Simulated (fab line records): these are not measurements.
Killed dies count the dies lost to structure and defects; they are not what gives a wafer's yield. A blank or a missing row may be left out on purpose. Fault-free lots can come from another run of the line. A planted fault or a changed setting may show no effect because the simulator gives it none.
fab line records ; flow gf180mcu ; part 1 of 2: steps 1 to 28 of 38
record: lots: 5; wafers: 15; last_day: 33
route steps=602 shown M4@465 V4@476
lots with no fault: from the same line, run without faults
start_h: start of the lot's first displayed wafer, in hours after the record's first day ; wait_h: time in hours since the lot's previous step ; " the same as in the row above ; L1.1+2: one row covering several wafers at once ; - value missing, or start not given ; * or withheld: withheld ; < > ~ a bound
route shown NAME@n: a module of which the file shows steps, and the number in the route of the first ; usual: average and standard deviation across the fault-free wafers ; same: alike in all rows ; chamber/n: place in a boat ; sites: readings site by site ; _std_site: the standard deviation of these ; _edge_site: mean of outer sites minus mean of inner sites ; radius_mm: for every site, how far away it sits from the centre of the wafer ; mask NAME#n: copy n ; behind: the tool/chamber that last shaped the wafer ; hold: what put the lot on hold/how long, in hours/how the hold closed ; device: transistor that didn't switch, given as n, p or np ; end of line: at the end of the route, the tests of the same wafers ; step lacking rows: just its recipe ; killed: at the first sort, the dies lost to defects and structure; wafer yield is something else ; map: the dies of a wafer, with x for killed, . for not killed, _ for no die there
set.NAME: the setting as run; set.NAME@STEP: as run at that earlier step ; model.NAME: the simulator's own value behind a step, which no gauge read
lots at some steps of the route; a table a step, a row a wafer
services: the hour from which a tool's chamber was out of use, counted from the record's first day as start_h (under 0 if before that day), plus the number of hours and why
== steps ==
step: GF_M4_COAT_09
recipe: resist: KrF; spin_rpm: withheld; resist_thk_nm: 1000
usual: dispense_pressure_kPa: 50.4/2.1
lot.wafer;tool;chamber;start_h;wait_h;dispense_pressure_kPa
L074.1;litho_track-02;0;527.21;0.1;51.7
L074.3;litho_track-02;0;527.21;0.1;51.7
L074.6;litho_track-02;0;527.21;0.1;51.7
L085.2;litho_track-02;0;619.79;0.1;51.8
L085.4;litho_track-02;0;619.79;0.1;51.7
L085.5;litho_track-02;0;619.79;0.1;51.7
L087.4;litho_track-02;0;631.49;0.1;51.7
L087.5;litho_track-02;0;631.49;0.1;51.8
L087.6;litho_track-02;0;631.49;0.1;51.7
L091.1;litho_track-02;0;653.61;0.1;51.8
L091.4;litho_track-02;0;653.61;0.1;51.8
L091.5;litho_track-02;0;653.61;0.1;51.7
L092.1;litho_track-04;0;665.97;0.1;51.4
L092.2;litho_track-04;0;665.97;0.1;51.4
L092.4;litho_track-04;0;665.97;0.1;51.4
step: GF_M4_SOFTBAKE_10
recipe: temp_c: 130; time_s: 60; resist: KrF
usual: plate_temp_C: 130.02/0.12
lot.wafer;tool;chamber;start_h;wait_h;plate_temp_C
L074.1;litho_track-02;0;527.36;0.1;130.13
L074.3;litho_track-02;0;527.36;0.1;130.24
L074.6;litho_track-02;0;527.36;0.1;130.09
L085.2;litho_track-02;0;619.94;0.1;129.84
L085.4;litho_track-02;0;619.94;0.1;130.15
L085.5;litho_track-02;0;619.94;0.1;129.91
L087.4;litho_track-02;0;631.64;0.1;129.98
L087.5;litho_track-02;0;631.64;0.1;130.00
L087.6;litho_track-02;0;631.64;0.1;129.82
L091.1;litho_track-02;0;653.76;0.1;129.97
L091.4;litho_track-02;0;653.76;0.1;129.94
L091.5;litho_track-02;0;653.76;0.1;130.04
L092.1;litho_track-04;0;666.12;0.1;129.96
L092.2;litho_track-04;0;666.12;0.1;129.79
L092.4;litho_track-04;0;666.12;0.1;129.84
step: GF_M4_EXPOSE_11
recipe: mask_id: Metal4; target_cd_nm: 280; na: 0.68; source_shape: conventional; sigma_outer: 0.6; dose_mj: 28
same: na: 0.68
lot.wafer;tool;chamber;start_h;wait_h;mask
L074.1+3+6;krf_scanner-01;0;-;-;Metal4#0
L085.2+4+5;krf_scanner-02;0;-;-;Metal4#0
L087.4+5+6;krf_scanner-02;0;-;-;Metal4#0
L091.1+4+5;krf_scanner-01;0;-;-;Metal4#0
L092.1+2+4;krf_scanner-01;0;-;-;Metal4#0
step: GF_M4_PEB_12
recipe: peb_temp_c: 135; peb_time_s: 90; resist: KrF
usual: plate_temp_C: 134.97/0.15
lot.wafer;tool;chamber;start_h;wait_h;plate_temp_C
L074.1;litho_track-04;0;-;-;134.84
L074.3;litho_track-04;0;-;-;134.85
L074.6;litho_track-04;0;-;-;134.89
L085.2;litho_track-02;0;-;-;134.94
L085.4;litho_track-02;0;-;-;134.97
L085.5;litho_track-02;0;-;-;134.84
L087.4;litho_track-04;0;-;-;134.89
L087.5;litho_track-04;0;-;-;134.72
L087.6;litho_track-04;0;-;-;134.97
L091.1;litho_track-02;0;-;-;134.92
L091.4;litho_track-02;0;-;-;134.96
L091.5;litho_track-02;0;-;-;134.87
L092.1;litho_track-02;0;-;-;135.04
L092.2;litho_track-02;0;-;-;135.13
L092.4;litho_track-02;0;-;-;134.92
step: GF_M4_DEVELOP_13
recipe: develop_time_s: 60; dev_temp_c: 21
lot.wafer;tool;chamber;start_h;wait_h
L074.1+3+6;litho_track-04;0;537.92;0.2
L085.2+4+5;litho_track-02;0;629.79;0.2
L087.4+5+6;litho_track-04;0;641.69;0.1
L091.1+4+5;litho_track-02;0;663.46;0.2
L092.1+2+4;litho_track-02;0;675.31;0.2
step: GF_M4_CD_MEAS_14
recipe: target_cd_nm: 280
usual: cd_nm: 280.1/1.2
lot.wafer;tool;chamber;start_h;wait_h;cd_nm
L074.1;cd_sem-02;-;538.07;0.1;279.9
L074.3;cd_sem-02;-;538.07;0.1;280.7
L074.6;cd_sem-02;-;538.07;0.1;280.0
L085.2;cd_sem-01;-;629.93;0.1;281.9
L085.4;cd_sem-01;-;629.93;0.1;281.3
L085.5;cd_sem-01;-;629.93;0.1;282.7
L087.4;cd_sem-01;-;641.83;0.1;280.1
L087.5;cd_sem-01;-;641.83;0.1;280.1
L087.6;cd_sem-01;-;641.83;0.1;281.3
L091.1;cd_sem-01;-;663.61;0.1;279.7
L091.4;cd_sem-01;-;663.61;0.1;279.3
L091.5;cd_sem-01;-;663.61;0.1;279.7
L092.1;cd_sem-01;-;675.46;0.1;281.8
L092.2;cd_sem-01;-;675.46;0.1;280.4
L092.4;cd_sem-01;-;675.46;0.1;281.2
step: GF_M4_OVL_MEAS_15
usual: M4_OVL: 4/6.1
lot.wafer;tool;chamber;start_h;wait_h;M4_OVL[nm]
L074.1;overlay-01;-;538.19;0.1;6
L074.3;overlay-01;-;538.19;0.1;5
L074.6;overlay-01;-;538.19;0.1;-2
L085.2;overlay-02;-;630.04;0.1;-4
L085.4;overlay-02;-;630.04;0.1;1
L085.5;overlay-02;-;630.04;0.1;-2
L087.4;overlay-01;-;641.90;0.1;-1
L087.5;overlay-01;-;641.90;0.1;3
L087.6;overlay-01;-;641.90;0.1;1
L091.1;overlay-02;-;663.73;0.1;12
L091.4;overlay-02;-;663.73;0.1;10
L091.5;overlay-02;-;663.73;0.1;8
L092.1;overlay-02;-;675.58;0.1;11
L092.2;overlay-02;-;675.58;0.1;4
L092.4;overlay-02;-;675.58;0.1;6
step: GF_M4_METAL_ETCH_16
recipe: chemistry: Cl2/BCl3; mask_material: KrF; target_depth_nm: 627.5; stop_on: SiO2; pressure_mtorr: 8; icp_w: 800; bias_w: 140; Cl2_flow_sccm: 80; bcl3_flow_sccm: 40; time_s: 104.6
usual: drypump_motor_current_A: 5.9/0.33; oes_product_au: 0.973/0.0057; throttle_valve_pct: 28.249/0.0092
lot.wafer;tool;chamber;start_h;wait_h;drypump_motor_current_A;oes_product_au;rf_hours_counter_h;throttle_valve_pct
L074.1;rie_metal-04;0;538.22;0.0;6.2;0.975;2;28.255
L074.3;rie_metal-04;1;538.22;0.0;5.5;0.991;-;28.227
L074.6;rie_metal-04;0;538.22;0.0;6.2;0.979;-;28.242
L085.2;rie_metal-03;0;630.07;0.0;6.1;0.976;11;28.263
L085.4;rie_metal-03;0;630.07;0.0;6.1;0.976;-;28.240
L085.5;rie_metal-03;0;630.07;0.0;6.1;0.977;-;28.249
L087.4;rie_metal-03;1;641.96;0.0;6.0;0.971;-;28.239
L087.5;rie_metal-03;1;641.96;0.0;6.1;0.978;-;28.235
L087.6;rie_metal-03;0;641.96;0.0;6.1;0.977;-;28.260
L091.1;rie_metal-02;1;663.77;0.0;5.3;0.974;5;28.261
L091.4;rie_metal-02;0;663.77;0.0;5.8;0.981;-;28.240
L091.5;rie_metal-02;1;663.77;0.0;5.3;0.972;-;28.246
L092.1;rie_metal-02;1;675.62;0.0;5.3;0.978;5;28.260
L092.2;rie_metal-02;0;675.62;0.0;5.7;0.969;10;28.257
L092.4;rie_metal-02;1;675.62;0.0;5.3;0.968;-;28.248
step: GF_M4_STRIP_17
recipe: chemistry: O2/N2; power_w: 1400; pressure_mtorr: 1500; platen_temp_c: 250; o2_flow_sccm: 3000; n2_flow_sccm: 300; overash_fraction: 0.5
usual: drypump_motor_current_A: 5.5/0.43; heater_power_w: 350/48; oes_product_au: 0.558/0.0047; strip_time_to_endpoint_s: 7.87/0.039
lot.wafer;tool;chamber;start_h;wait_h;drypump_motor_current_A;heater_power_w;oes_product_au;rf_hours_counter_h;strip_time_to_endpoint_s
L074.1;plasma_asher-01;0;538.34;0.1;5.9;333;0.557;12;7.85
L074.3;plasma_asher-01;0;538.34;0.1;5.9;332;0.559;-;7.84
L074.6;plasma_asher-01;1;538.34;0.1;6.1;284;0.561;-;7.89
L085.2;plasma_asher-03;1;630.18;0.1;5.4;320;0.560;51;7.85
L085.4;plasma_asher-03;1;630.18;0.1;5.4;336;0.554;-;7.89
L085.5;plasma_asher-03;1;630.18;0.1;5.4;320;0.553;-;7.88
L087.4;plasma_asher-01;0;642.07;0.1;5.9;328;0.559;-;7.88
L087.5;plasma_asher-01;1;642.07;0.1;6.0;289;0.556;-;7.88
L087.6;plasma_asher-01;0;642.07;0.1;5.9;332;0.567;-;7.90
L091.1;plasma_asher-01;0;663.92;0.1;6.0;335;0.564;26;7.83
L091.4;plasma_asher-01;1;663.92;0.1;6.1;297;0.555;-;7.82
L091.5;plasma_asher-01;1;663.92;0.1;6.1;283;0.556;-;7.82
L092.1;plasma_asher-01;0;675.73;0.1;5.9;330;0.553;27;7.90
L092.2;plasma_asher-01;1;675.73;0.1;6.1;289;0.561;27;7.83
L092.4;plasma_asher-01;0;675.73;0.1;6.0;334;0.563;-;7.84
step: GF_M4_STRIP_18
recipe: chemistry: post_etch_residue_remover; time_s: 1200; temp_c: 72.5
lot.wafer;tool;chamber;start_h;wait_h
L074.1+3+6;wet_bench-04;2;538.44;0.1
L085.2+4+5;wet_bench-01;3;630.28;0.1
L087.4+5+6;wet_bench-01;2;642.13;0.0
L091.1+4+5;wet_bench-02;1;664.02;0.1
L092.1+2+4;wet_bench-02;1;675.83;0.1
step: GF_M4_CLEAN_19
recipe: chemistry: DIW; dry: n2_spin
lot.wafer;tool;chamber;start_h;wait_h
L074.1+3+6;wet_bench-04;1;538.78;0.0
L085.2+4+5;wet_bench-04;2;630.96;0.0
L087.4+5+6;wet_bench-02;0;642.48;0.0
L091.1+4+5;wet_bench-01;1;664.39;0.0
L092.1+2+4;wet_bench-01;0;676.17;0.0
step: GF_V4_CVD_00
recipe: material: SiO2; target_thk_nm: 600; sigma_open_frac: 0.3; temp_c: 400; time_s: 100; sih4_flow_sccm: 60; pressure_mtorr: 6
lot.wafer;tool;chamber;start_h;wait_h
L074.1+3+6;hdpcvd-02;1,0,1;538.87;0.0
L085.2+4+5;hdpcvd-02;0,0,1;631.06;0.0
L087.4+5+6;hdpcvd-01;2,0,1;642.61;0.0
L091.1+4+5;hdpcvd-01;0,1,2;664.48;0.0
L092.1+2+4;hdpcvd-02;2,1,1;676.26;0.0
step: GF_V4_THK_MEAS_01
recipe: reads: SiO2_of_V4_CVD_00
usual: V4_CVD_00_THK: 600/6.2
lot.wafer;tool;chamber;start_h;wait_h;V4_CVD_00_THK[nm]
L074.1;film_metro-01;-;538.94;0.0;592
L074.3;film_metro-01;-;538.94;0.0;598
L074.6;film_metro-01;-;538.94;0.0;594
L085.2;film_metro-03;-;631.14;0.0;592
L085.4;film_metro-03;-;631.14;0.0;591
L085.5;film_metro-03;-;631.14;0.0;598
L087.4;film_metro-01;-;642.68;0.0;594
L087.5;film_metro-01;-;642.68;0.0;594
L087.6;film_metro-01;-;642.68;0.0;588
L091.1;film_metro-04;-;664.55;0.0;591
L091.4;film_metro-04;-;664.55;0.0;598
L091.5;film_metro-04;-;664.55;0.0;604
L092.1;film_metro-04;-;676.33;0.0;597
L092.2;film_metro-04;-;676.33;0.0;606
L092.4;film_metro-04;-;676.33;0.0;600
step: GF_V4_CVD_02
recipe: material: SiO2; target_thk_nm: 850; precursor: TEOS; temp_c: 400; time_s: 94.851; rf_w: 600
usual: heater_power_w: 642/95
lot.wafer;tool;chamber;start_h;wait_h;heater_power_w
L074.1;pecvd-03;2;539.00;0.1;537
L074.3;pecvd-03;0;539.00;0.1;615
L074.6;pecvd-03;0;539.00;0.1;510
L085.2;pecvd-04;0;631.19;0.0;642
L085.4;pecvd-04;2;631.19;0.0;709
L085.5;pecvd-04;1;631.19;0.0;618
L087.4;pecvd-01;1;642.74;0.1;483
L087.5;pecvd-01;2;642.74;0.1;755
L087.6;pecvd-01;0;642.74;0.1;684
L091.1;pecvd-01;2;664.61;0.1;723
L091.4;pecvd-01;1;664.61;0.1;584
L091.5;pecvd-01;2;664.61;0.1;755
L092.1;pecvd-03;1;676.39;0.1;737
L092.2;pecvd-03;0;676.39;0.1;597
L092.4;pecvd-03;1;676.39;0.1;778
step: GF_V4_THK_MEAS_03
recipe: reads: SiO2_of_V4_CVD_02
usual: V4_CVD_02_THK: 846/12
lot.wafer;tool;chamber;start_h;wait_h;V4_CVD_02_THK[nm]
L074.1;film_metro-04;-;539.07;0.0;844
L074.3;film_metro-04;-;539.07;0.0;829
L074.6;film_metro-04;-;539.07;0.0;848
L085.2;film_metro-01;-;631.27;0.0;820
L085.4;film_metro-01;-;631.27;0.0;855
L085.5;film_metro-01;-;631.27;0.0;843
L087.4;film_metro-03;-;642.81;0.0;853
L087.5;film_metro-03;-;642.81;0.0;850
L087.6;film_metro-03;-;642.81;0.0;868
L091.1;film_metro-03;-;664.68;0.0;838
L091.4;film_metro-03;-;664.68;0.0;848
L091.5;film_metro-03;-;664.68;0.0;853
L092.1;film_metro-03;-;676.46;0.0;857
L092.2;film_metro-03;-;676.46;0.0;846
L092.4;film_metro-03;-;676.46;0.0;861
step: GF_V4_CMP_04
recipe: material: SiO2; down_force_psi: 4; platen_rpm: 60; pad_velocity_m_s: 0.94248
usual: head_pressure_psi: 3.999/0.0077; motor_current_A: 12.1/1.1; time_to_endpoint_s: 78/5.7
lot.wafer;tool;chamber;start_h;wait_h;head_pressure_psi;motor_current_A;time_to_endpoint_s
L074.1;cmp-02;1;539.13;0.1;4.002;13.8;69
L074.3;cmp-02;0;539.13;0.1;4.012;10.6;69
L074.6;cmp-02;1;539.13;0.1;4.006;12.9;74
L085.2;cmp-02;1;631.32;0.0;4.002;13.5;68
L085.4;cmp-02;3;631.32;0.0;3.995;12.2;84
L085.5;cmp-02;2;631.32;0.0;3.997;12.1;81
L087.4;cmp-01;3;642.89;0.1;3.994;10.3;82
L087.5;cmp-01;2;642.89;0.1;4.001;12.7;74
L087.6;cmp-01;3;642.89;0.1;4.010;11.2;84
L091.4;cmp-01;0;664.79;0.1;4.002;13.2;82
L091.1;cmp-01;1;664.79;0.1;4.003;12.1;75
L091.5;cmp-01;0;664.79;0.1;3.995;13.6;85
L092.1;cmp-01;2;676.52;0.1;3.999;11.9;78
L092.4;cmp-01;3;676.52;0.1;3.989;10.8;82
L092.2;cmp-01;1;676.52;0.1;3.981;11.7;80
step: GF_V4_BOW_MEAS_05
recipe: mode: bow
usual: V4_BOW: 135/10
lot.wafer;tool;chamber;start_h;wait_h;V4_BOW[um]
L074.1;film_metro-04;-;539.43;0.2;142
L074.3;film_metro-04;-;539.43;0.2;132
L074.6;film_metro-04;-;539.43;0.2;111
L085.2;film_metro-04;-;631.64;0.3;152
L085.4;film_metro-04;-;631.64;0.3;143
L085.5;film_metro-04;-;631.64;0.3;152
L087.4;film_metro-01;-;643.20;0.3;137
L087.5;film_metro-01;-;643.20;0.3;135
L087.6;film_metro-01;-;643.20;0.3;146
L091.1;film_metro-04;-;665.04;0.1;141
L091.4;film_metro-04;-;665.04;0.1;129
L091.5;film_metro-04;-;665.04;0.1;131
L092.1;film_metro-03;-;676.82;0.2;150
L092.2;film_metro-03;-;676.82;0.2;146
L092.4;film_metro-03;-;676.82;0.2;143
step: GF_V4_DEHYDRATE_06
recipe: temp_c: 200; time_s: 60
usual: plate_temp_C: 199.97/0.16
lot.wafer;tool;chamber;start_h;wait_h;plate_temp_C
L074.1;litho_track-01;0;550.02;10.6;199.74
L074.3;litho_track-01;0;550.02;10.6;199.86
L074.6;litho_track-01;0;550.02;10.6;199.81
L085.2;litho_track-03;0;641.54;9.9;200.25
L085.4;litho_track-03;0;641.54;9.9;200.16
L085.5;litho_track-03;0;641.54;9.9;200.09
L087.4;litho_track-01;0;652.34;9.1;199.97
L087.5;litho_track-01;0;652.34;9.1;199.73
L087.6;litho_track-01;0;652.34;9.1;199.98
L091.1;litho_track-01;0;674.11;9.1;199.84
L091.4;litho_track-01;0;674.11;9.1;200.12
L091.5;litho_track-01;0;674.11;9.1;199.89
L092.1;litho_track-01;0;685.71;8.9;199.63
L092.2;litho_track-01;0;685.71;8.9;200.16
L092.4;litho_track-01;0;685.71;8.9;199.64
step: GF_V4_HMDS_07
recipe: prime_time_s: 60; prime_temp_c: 120
usual: prime_temp_c: 119.98/0.15
lot.wafer;tool;chamber;start_h;wait_h;prime_temp_c
L074.1;litho_track-01;0;550.17;0.1;119.74
L074.3;litho_track-01;0;550.17;0.1;120.20
L074.6;litho_track-01;0;550.17;0.1;120.06
L085.2;litho_track-03;0;641.69;0.1;119.95
L085.4;litho_track-03;0;641.69;0.1;119.89
L085.5;litho_track-03;0;641.69;0.1;119.68
L087.4;litho_track-01;0;652.49;0.1;119.84
L087.5;litho_track-01;0;652.49;0.1;119.81
L087.6;litho_track-01;0;652.49;0.1;119.99
L091.1;litho_track-01;0;674.26;0.1;120.23
L091.4;litho_track-01;0;674.26;0.1;120.12
L091.5;litho_track-01;0;674.26;0.1;120.10
L092.1;litho_track-01;0;685.86;0.1;119.93
L092.2;litho_track-01;0;685.86;0.1;119.85
L092.4;litho_track-01;0;685.86;0.1;119.94
step: GF_V4_COAT_08
recipe: resist: BARC; temp_c: withheld; time_s: withheld; spin_rpm: withheld; resist_thk_nm: withheld
usual: dispense_pressure_kPa: 48.7/2
lot.wafer;tool;chamber;start_h;wait_h;dispense_pressure_kPa
L074.1;litho_track-01;0;550.32;0.1;46.4
L074.3;litho_track-01;0;550.32;0.1;46.4
L074.6;litho_track-01;0;550.32;0.1;46.4
L085.2;litho_track-03;0;641.84;0.1;48.7
L085.4;litho_track-03;0;641.84;0.1;48.7
L085.5;litho_track-03;0;641.84;0.1;48.7
L087.4;litho_track-01;0;652.64;0.1;46.4
L087.5;litho_track-01;0;652.64;0.1;46.4
L087.6;litho_track-01;0;652.64;0.1;46.4
L091.1;litho_track-01;0;674.41;0.1;46.4
L091.4;litho_track-01;0;674.41;0.1;46.4
L091.5;litho_track-01;0;674.41;0.1;46.3
L092.1;litho_track-01;0;686.01;0.1;46.4
L092.2;litho_track-01;0;686.01;0.1;46.4
L092.4;litho_track-01;0;686.01;0.1;46.4
step: GF_V4_COAT_09
recipe: resist: KrF; spin_rpm: withheld; resist_thk_nm: 1000
usual: dispense_pressure_kPa: 48.7/2
lot.wafer;tool;chamber;start_h;wait_h;dispense_pressure_kPa
L074.1;litho_track-01;0;-;-;46.4
L074.3;litho_track-01;0;-;-;46.4
L074.6;litho_track-01;0;-;-;46.4
L085.2;litho_track-03;0;-;-;48.7
L085.4;litho_track-03;0;-;-;48.7
L085.5;litho_track-03;0;-;-;48.8
L087.4;litho_track-01;0;-;-;46.3
L087.5;litho_track-01;0;-;-;46.4
L087.6;litho_track-01;0;-;-;46.4
L091.1;litho_track-01;0;-;-;46.4
L091.4;litho_track-01;0;-;-;46.4
L091.5;litho_track-01;0;-;-;46.3
L092.1;litho_track-01;0;-;-;46.3
L092.2;litho_track-01;0;-;-;46.3
L092.4;litho_track-01;0;-;-;46.3
step: GF_V4_SOFTBAKE_10
recipe: temp_c: 130; time_s: 60; resist: KrF
usual: plate_temp_C: 130.01/0.15
lot.wafer;tool;chamber;start_h;wait_h;plate_temp_C
L074.1;litho_track-01;0;-;-;129.94
L074.3;litho_track-01;0;-;-;129.91
L074.6;litho_track-01;0;-;-;129.87
L085.2;litho_track-03;0;-;-;130.20
L085.4;litho_track-03;0;-;-;130.15
L085.5;litho_track-03;0;-;-;130.09
L087.4;litho_track-01;0;-;-;129.99
L087.5;litho_track-01;0;-;-;130.06
L087.6;litho_track-01;0;-;-;130.09
L091.1;litho_track-01;0;-;-;130.15
L091.4;litho_track-01;0;-;-;130.11
L091.5;litho_track-01;0;-;-;130.12
L092.1;litho_track-01;0;-;-;130.07
L092.2;litho_track-01;0;-;-;129.92
L092.4;litho_track-01;0;-;-;129.85
step: GF_V4_EXPOSE_11
recipe: mask_id: Via4; target_cd_nm: 260; na: 0.68; source_shape: conventional; sigma_outer: 0.6; dose_mj: 38
same: na: 0.68
lot.wafer;tool;chamber;start_h;wait_h;mask
L074.1+3+6;krf_scanner-02;0;-;-;Via4#0
L085.2+4+5;krf_scanner-01;0;-;-;Via4#0
L087.4+5+6;krf_scanner-02;0;-;-;Via4#0
L091.1+4+5;krf_scanner-02;0;-;-;Via4#0
L092.1+2+4;krf_scanner-02;0;-;-;Via4#0
step: GF_V4_PEB_12
recipe: peb_temp_c: 135; peb_time_s: 90; resist: KrF
usual: plate_temp_C: 135.01/0.14
lot.wafer;tool;chamber;start_h;wait_h;plate_temp_C
L074.1;litho_track-03;0;-;-;135.25
L074.3;litho_track-03;0;-;-;135.00
L074.6;litho_track-03;0;-;-;134.86
L085.2;litho_track-01;0;-;-;135.12
L085.4;litho_track-01;0;-;-;134.96
L085.5;litho_track-01;0;-;-;135.01
L087.4;litho_track-02;0;-;-;134.90
L087.5;litho_track-02;0;-;-;134.91
L087.6;litho_track-02;0;-;-;134.81
L091.1;litho_track-01;0;-;-;135.03
L091.4;litho_track-01;0;-;-;135.20
L091.5;litho_track-01;0;-;-;134.95
L092.1;litho_track-01;0;-;-;135.00
L092.2;litho_track-01;0;-;-;135.05
L092.4;litho_track-01;0;-;-;135.16
step: GF_V4_DEVELOP_13
recipe: develop_time_s: 60; resist: KrF; dev_temp_c: 21
lot.wafer;tool;chamber;start_h;wait_h
L074.1+3+6;litho_track-03;0;561.02;0.2
L085.2+4+5;litho_track-01;0;651.49;0.2
L087.4+5+6;litho_track-02;0;662.29;0.1
L091.1+4+5;litho_track-01;0;683.91;0.2
L092.1+2+4;litho_track-01;0;695.91;0.2
step: GF_V4_CD_MEAS_14
recipe: target_cd_nm: 260
usual: cd_nm: 259.6/1.5
lot.wafer;tool;chamber;start_h;wait_h;cd_nm
L074.1;cd_sem-01;-;561.17;0.1;258.4
L074.3;cd_sem-01;-;561.17;0.1;257.7
L074.6;cd_sem-01;-;561.17;0.1;256.8
L085.2;cd_sem-02;-;651.63;0.1;259.8
L085.4;cd_sem-02;-;651.63;0.1;260.3
L085.5;cd_sem-02;-;651.63;0.1;259.7
L087.4;cd_sem-02;-;662.42;0.1;259.4
L087.5;cd_sem-02;-;662.42;0.1;259.3
L087.6;cd_sem-02;-;662.42;0.1;257.8
L091.1;cd_sem-02;-;684.06;0.1;261.6
L091.4;cd_sem-02;-;684.06;0.1;260.5
L091.5;cd_sem-02;-;684.06;0.1;261.3
L092.1;cd_sem-02;-;696.06;0.1;258.9
L092.2;cd_sem-02;-;696.06;0.1;260.4
L092.4;cd_sem-02;-;696.06;0.1;260.9
step: GF_V4_OVL_MEAS_15
usual: V4_OVL: 0/5.5
lot.wafer;tool;chamber;start_h;wait_h;V4_OVL[nm]
L074.1;overlay-01;-;561.29;0.1;7
L074.3;overlay-01;-;561.29;0.1;12
L074.6;overlay-01;-;561.29;0.1;8
L085.2;overlay-02;-;651.74;0.1;-8
L085.4;overlay-02;-;651.74;0.1;-6
L085.5;overlay-02;-;651.74;0.1;-2
L087.4;overlay-02;-;662.50;0.1;0
L087.5;overlay-02;-;662.50;0.1;-2
L087.6;overlay-02;-;662.50;0.1;2
L091.1;overlay-01;-;684.18;0.1;-6
L091.4;overlay-01;-;684.18;0.1;3
L091.5;overlay-01;-;684.18;0.1;-11
L092.1;overlay-01;-;696.18;0.1;-6
L092.2;overlay-01;-;696.18;0.1;-4
L092.4;overlay-01;-;696.18;0.1;-6
step: GF_V4_ETCH_16
recipe: chemistry: N2/H2; target_depth_a: withheld; overetch_a: withheld; time_s: withheld; target: BARC; ion_energy_ev: 200; source_w: 500; bias_w: 100; pressure_mtorr: 30; n2_flow_sccm: 100; h2_flow_sccm: 200
usual: drypump_motor_current_A: 5.8/0.57; oes_product_au: 0.855/0.0047; throttle_valve_pct: 13.225/0.0089
lot.wafer;tool;chamber;start_h;wait_h;drypump_motor_current_A;oes_product_au;throttle_valve_pct
L074.1;rie_diel-03;1;561.32;0.0;5.6;0.856;13.226
L074.3;rie_diel-03;0;561.32;0.0;5.3;0.860;13.238
L074.6;rie_diel-03;3;561.32;0.0;5.7;0.855;13.229
L085.2;rie_diel-01;0;651.77;0.0;6.2;0.860;13.231
L085.4;rie_diel-01;2;651.77;0.0;6.6;0.858;13.226
L085.5;rie_diel-01;0;651.77;0.0;6.2;0.849;13.233
L087.4;rie_diel-03;1;662.52;0.0;5.6;0.851;13.219
L087.5;rie_diel-03;1;662.52;0.0;5.6;0.849;13.228
L087.6;rie_diel-03;0;662.52;0.0;5.3;0.858;13.227
L091.1;rie_diel-03;3;684.22;0.0;5.7;0.867;13.209
L091.4;rie_diel-03;0;684.22;0.0;5.3;0.860;13.233
L091.5;rie_diel-03;0;684.22;0.0;5.3;0.863;13.211
L092.1;rie_diel-01;3;696.22;0.0;6.5;0.858;13.226
L092.2;rie_diel-01;2;696.22;0.0;6.6;0.854;13.222
L092.4;rie_diel-01;0;696.22;0.0;6.2;0.861;13.220
